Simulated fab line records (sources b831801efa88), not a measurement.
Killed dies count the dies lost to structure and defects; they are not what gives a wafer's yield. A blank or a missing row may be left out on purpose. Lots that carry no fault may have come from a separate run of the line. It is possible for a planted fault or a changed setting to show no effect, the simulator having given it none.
Which tool is to blame? :: flow sky130 :: Sampling: 13 lots, 39 wafers, 5 of 708 route steps

== WHAT THE GAUGES SHOWED, per wafer ==
SKY_NWELL_OVL_MEAS_23. Usual: NWELL_01_OVL typically reads 0.5 nm, with standard deviation 1.3.
lot: L318
measured: day 5 12:44
on: overlay-02
NWELL_01_OVL (nm): -1.3 0.8 0.9
flag: 

lot: L321
measured: day 6 05:50
on: overlay-02
NWELL_01_OVL (nm): -0.2 0.8 0.5
flag: 

lot: L322
measured: day 6 11:47
on: overlay-02
NWELL_01_OVL (nm): 0.1 1.7 -0.6
flag: 

lot: L323
measured: day 6 18:48
on: overlay-02
NWELL_01_OVL (nm): -0.9 0.9 0.9
flag: 

lot: L324
measured: day 6 23:53
on: overlay-02
NWELL_01_OVL (nm): -2.0 -1.0 -1.3
flag: 

lot: L325
measured: day 7 05:45
on: overlay-02
NWELL_01_OVL (nm): -1.6 -2.9 -1.0
flag: 

lot: L328
measured: day 8 07:53
on: overlay-02
NWELL_01_OVL (nm): 1.2 2.5 1.7
flag: 

lot: L329
measured: day 8 11:25
on: overlay-01
NWELL_01_OVL (nm): 1.0 0.8 -0.5
flag: 

lot: L330
measured: day 8 17:53
on: overlay-02
NWELL_01_OVL (nm): -1.6 -0.2 1.5
flag: 

lot: L331
measured: day 8 21:57
on: overlay-01
NWELL_01_OVL (nm): 2.1 1.3 1.9
flag: 

lot: L338
measured: day 10 20:56
on: overlay-02
NWELL_01_OVL (nm): 1.2 1.2 1.7
flag: 

lot: L340
measured: day 11 00:43
on: overlay-01
NWELL_01_OVL (nm): 0.7 2.4 1.0
flag: 

lot: L339
measured: day 11 00:50
on: overlay-02
NWELL_01_OVL (nm): 1.1 0.3 -0.6
flag: 

SKY_VT_ADJUST_NCORE_OVL_MEAS_08. Usual: VT_ADJUST_NCORE_OVL typically reads 1.0 nm, with standard deviation 1.2.
lot: L318
measured: day 8 20:24
on: overlay-01
VT_ADJUST_NCORE_OVL (nm): -0.5 0.5 0.0
flag: 

lot: L321
measured: day 9 17:39
on: overlay-02
VT_ADJUST_NCORE_OVL (nm): -0.6 1.1 -1.1
flag: 

lot: L322
measured: day 9 22:33
on: overlay-01
VT_ADJUST_NCORE_OVL (nm): -0.4 -1.3 1.9
flag: 

lot: L323
measured: day 10 08:40
on: overlay-02
VT_ADJUST_NCORE_OVL (nm): 0.0 3.2 0.8
flag: 

lot: L324
measured: day 10 14:25
on: overlay-01
VT_ADJUST_NCORE_OVL (nm): 0.5 2.3 0.8
flag: 

lot: L325
measured: day 10 21:19
on: overlay-01
VT_ADJUST_NCORE_OVL (nm): 1.9 1.7 2.4
flag: 

lot: L328
measured: day 12 04:33
on: overlay-02
VT_ADJUST_NCORE_OVL (nm): 0.8 1.8 -0.5
flag: 

lot: L329
measured: day 12 08:20
on: overlay-01
VT_ADJUST_NCORE_OVL (nm): 1.5 1.6 -0.1
flag: 

lot: L330
measured: day 12 15:46
on: overlay-02
VT_ADJUST_NCORE_OVL (nm): 1.0 2.5 4.3
flag: 

lot: L331
measured: day 12 20:19
on: overlay-01
VT_ADJUST_NCORE_OVL (nm): 1.2 0.3 2.1
flag: 

lot: L338
measured: day 15 01:21
on: overlay-01
VT_ADJUST_NCORE_OVL (nm): -0.5 0.9 0.9
flag: 

lot: L340
measured: day 15 06:57
on: overlay-01
VT_ADJUST_NCORE_OVL (nm): 0.3 1.0 2.3
flag: 

lot: L339
measured: day 15 07:01
on: overlay-02
VT_ADJUST_NCORE_OVL (nm): 0.2 0.2 -0.7
flag: 

SKY_VT_ADJUST_NCORE_TW_MEAS_11. Usual: VT_ADJUST_NCORE_TW typically reads 219.6, with standard deviation 1.2.
lot: L318
measured: day 8 20:41
on: filmMetro-03
VT_ADJUST_NCORE_TW: 219.8 219.9 221.6
flag: 

lot: L321
measured: day 9 17:56
on: filmMetro-04
VT_ADJUST_NCORE_TW: 216.3 217.0 217.3
flag: 

lot: L322
measured: day 9 22:50
on: filmMetro-03
VT_ADJUST_NCORE_TW: 220.2 219.8 219.6
flag: 

lot: L323
measured: day 10 08:58
on: filmMetro-01
VT_ADJUST_NCORE_TW: 220.4 219.8 218.9
flag: 

lot: L324
measured: day 10 14:42
on: filmMetro-01
VT_ADJUST_NCORE_TW: 219.6 220.1 220.2
flag: 

lot: L325
measured: day 10 21:37
on: filmMetro-03
VT_ADJUST_NCORE_TW: 221.4 219.2 220.2
flag: 

lot: L328
measured: day 12 04:50
on: filmMetro-03
VT_ADJUST_NCORE_TW: 219.1 218.4 218.6
flag: 

lot: L329
measured: day 12 08:38
on: filmMetro-04
VT_ADJUST_NCORE_TW: 218.8 218.5 219.5
flag: 

lot: L330
measured: day 12 16:04
on: filmMetro-04
VT_ADJUST_NCORE_TW: 219.5 218.1 219.3
flag: 

lot: L331
measured: day 12 20:37
on: filmMetro-01
VT_ADJUST_NCORE_TW: 218.9 218.9 219.2
flag: 

lot: L338
measured: day 15 01:38
on: filmMetro-01
VT_ADJUST_NCORE_TW: 214.8 216.1 214.8
flag: OFF

lot: L340
measured: day 15 07:14
on: filmMetro-03
VT_ADJUST_NCORE_TW: 212.8 211.8 212.3
flag: OFF

lot: L339
measured: day 15 07:19
on: filmMetro-04
VT_ADJUST_NCORE_TW: 218.3 219.0 220.4
flag: 

SKY_VT_ADJUST_HVTR_CD_MEAS_07: target cd 380 nm. Usual: 380.6 nm for cdNm, sd 2.1.
lot: L318
measured: day 9 19:09
on: cdSem-01
cdNm (nm): 381.3 382.4 382.4
flag: 

lot: L321
measured: day 10 16:14
on: cdSem-02
cdNm (nm): 383.8 381.5 383.1
flag: 

lot: L322
measured: day 10 21:29
on: cdSem-01
cdNm (nm): 381.2 380.7 381.4
flag: 

lot: L323
measured: day 11 08:28
on: cdSem-01
cdNm (nm): 377.9 382.1 379.3
flag: 

lot: L324
measured: day 11 14:16
on: cdSem-02
cdNm (nm): 377.5 376.7 377.8
flag: 

lot: L325
measured: day 11 21:31
on: cdSem-01
cdNm (nm): 378.9 378.1 379.9
flag: 

lot: L328
measured: day 13 04:11
on: cdSem-01
cdNm (nm): 379.5 378.1 377.8
flag: 

lot: L329
measured: day 13 09:25
on: cdSem-01
cdNm (nm): 379.5 379.1 380.8
flag: 

lot: L330
measured: day 13 16:41
on: cdSem-02
cdNm (nm): 379.6 377.9 380.5
flag: 

lot: L331
measured: day 13 21:26
on: cdSem-01
cdNm (nm): 375.0 374.9 378.0
flag: 

lot: L338
measured: day 16 04:26
on: cdSem-02
cdNm (nm): 378.6 379.8 380.2
flag: 

lot: L340
measured: day 16 10:25
on: cdSem-02
cdNm (nm): 378.4 381.7 377.3
flag: 

lot: L339
measured: day 16 10:44
on: cdSem-01
cdNm (nm): 380.3 378.2 377.9
flag: 

== TOOL THAT RAN EACH LOT (tool first, then ch and the chambers of the sampled wafers, then the start) ==
lot: L318
SKY_VT_ADJUST_NCORE_IMPLANT_09: implanter-04 ch 0, day 8 20:27

lot: L321
SKY_VT_ADJUST_NCORE_IMPLANT_09: implanter-02 ch 0, day 9 17:41

lot: L322
SKY_VT_ADJUST_NCORE_IMPLANT_09: implanter-01 ch 0, day 9 22:35

lot: L323
SKY_VT_ADJUST_NCORE_IMPLANT_09: implanter-02 ch 0, day 10 08:44

lot: L324
SKY_VT_ADJUST_NCORE_IMPLANT_09: implanter-01 ch 0, day 10 14:27

lot: L325
SKY_VT_ADJUST_NCORE_IMPLANT_09: implanter-02 ch 0, day 10 21:23

lot: L328
SKY_VT_ADJUST_NCORE_IMPLANT_09: implanter-04 ch 0, day 12 04:36

lot: L329
SKY_VT_ADJUST_NCORE_IMPLANT_09: implanter-04 ch 0, day 12 08:23

lot: L330
SKY_VT_ADJUST_NCORE_IMPLANT_09: implanter-02 ch 0, day 12 15:51

lot: L331
SKY_VT_ADJUST_NCORE_IMPLANT_09: implanter-02 ch 0, day 12 20:24

lot: L338
SKY_VT_ADJUST_NCORE_IMPLANT_09: implanter-04 ch 0, day 15 01:23

lot: L340
SKY_VT_ADJUST_NCORE_IMPLANT_09: implanter-04 ch 0, day 15 06:59

lot: L339
SKY_VT_ADJUST_NCORE_IMPLANT_09: implanter-02 ch 0, day 15 07:04
- SKY_VT_ADJUST_NCORE_IMPLANT_09

== WHAT THE TOOLS THEMSELVES READ (means of the sampled wafers that have a number; where no wafer has one, the mark that the record gives instead) ==
SKY_VT_ADJUST_NCORE_IMPLANT_09. Usual: beamEnergyKeV 9.999, standard deviation 0.0032; doseIonsCm2 2.3999e+12, standard deviation 2.9e+09; faradayCurrentUA 13.50, standard deviation 0.3.
lot: L318
tool: implanter-04
beamEnergyKeV: 10.002
doseIonsCm2: 2.3995e+12
faradayCurrentUA: 13.43
flag: 

lot: L321
tool: implanter-02
beamEnergyKeV: 10.001
doseIonsCm2: 2.3992e+12
faradayCurrentUA: 13.62
flag: 

lot: L322
tool: implanter-01
beamEnergyKeV: 10.001
doseIonsCm2: 2.4014e+12
faradayCurrentUA: 13.50
flag: 

lot: L323
tool: implanter-02
beamEnergyKeV: 9.996
doseIonsCm2: 2.4031e+12
faradayCurrentUA: 13.62
flag: 

lot: L324
tool: implanter-01
beamEnergyKeV: 9.995
doseIonsCm2: 2.3973e+12
faradayCurrentUA: 13.78
flag: 

lot: L325
tool: implanter-02
beamEnergyKeV: 10.002
doseIonsCm2: 2.3975e+12
faradayCurrentUA: 13.67
flag: 

lot: L328
tool: implanter-04
beamEnergyKeV: 9.999
doseIonsCm2: 2.4010e+12
faradayCurrentUA: 13.38
flag: 

lot: L329
tool: implanter-04
beamEnergyKeV: 10.001
doseIonsCm2: 2.3985e+12
faradayCurrentUA: 13.25
flag: 

lot: L330
tool: implanter-02
beamEnergyKeV: 10.003
doseIonsCm2: 2.4022e+12
faradayCurrentUA: 13.35
flag: 

lot: L331
tool: implanter-02
beamEnergyKeV: 9.996
doseIonsCm2: 2.3979e+12
faradayCurrentUA: 13.38
flag: 

lot: L338
tool: implanter-04
beamEnergyKeV: 9.996
doseIonsCm2: 2.1605e+12
faradayCurrentUA: 12.21
flag: OFF

lot: L340
tool: implanter-04
beamEnergyKeV: 10.000
doseIonsCm2: 2.1611e+12
faradayCurrentUA: 12.29
flag: OFF

lot: L339
tool: implanter-02
beamEnergyKeV: 9.998
doseIonsCm2: 2.4049e+12
faradayCurrentUA: 13.36
flag: 

== THE ANSWER, worked out from the rows above alone ==
Rule: a lot counts as off when the mean over its wafers that have a number is more than 3 standard deviations away from the usual mean. Also off: a lot with no number at a reading for which 4 or more lots have one. The other lots that the step has rows for count as sound. The gauges are gone through in route order, then the tools' own readings, and for those a lot's mean is taken as printed above. At the first step where some lot is off, the reading lying furthest off is the one used; lots without a number count as furthest.
Off: L338, L340, at SKY_VT_ADJUST_NCORE_TW_MEAS_11 (VT_ADJUST_NCORE_TW).
If a tool, at a process step before that reading, ran all the lots that are off and no sound lot after the first of them, it fits. Not tried: the gauges at SKY_VT_ADJUST_NCORE_TW_MEAS_11; whatever is off there is also off at SKY_VT_ADJUST_NCORE_IMPLANT_09, on other tools, and gauge error can't account for it. One candidate fits, namely implanter-04 at SKY_VT_ADJUST_NCORE_IMPLANT_09. Its last sound lot is L329 (day 12 08:23), its first lot that is off L338 (day 15 01:23): a fault that began between those two fits.
The tool's own readings at SKY_VT_ADJUST_NCORE_IMPLANT_09 bear it out: on the lots that are off they differ by more than 5 times the standard deviation of the sound lots' means. doseIonsCm2 reads 2.1608e+12 there against 2.4002e+12 on the sound lots; faradayCurrentUA reads 12.25 there against 13.49 on the sound lots.

== WHAT THE SIMULATOR HAD PUT IN ==
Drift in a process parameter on implanter-04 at SKY_VT_ADJUST_NCORE_IMPLANT_09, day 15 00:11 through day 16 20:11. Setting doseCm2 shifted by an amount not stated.
Shown lots that were struck: L338, L340. Same finding as the rule above.
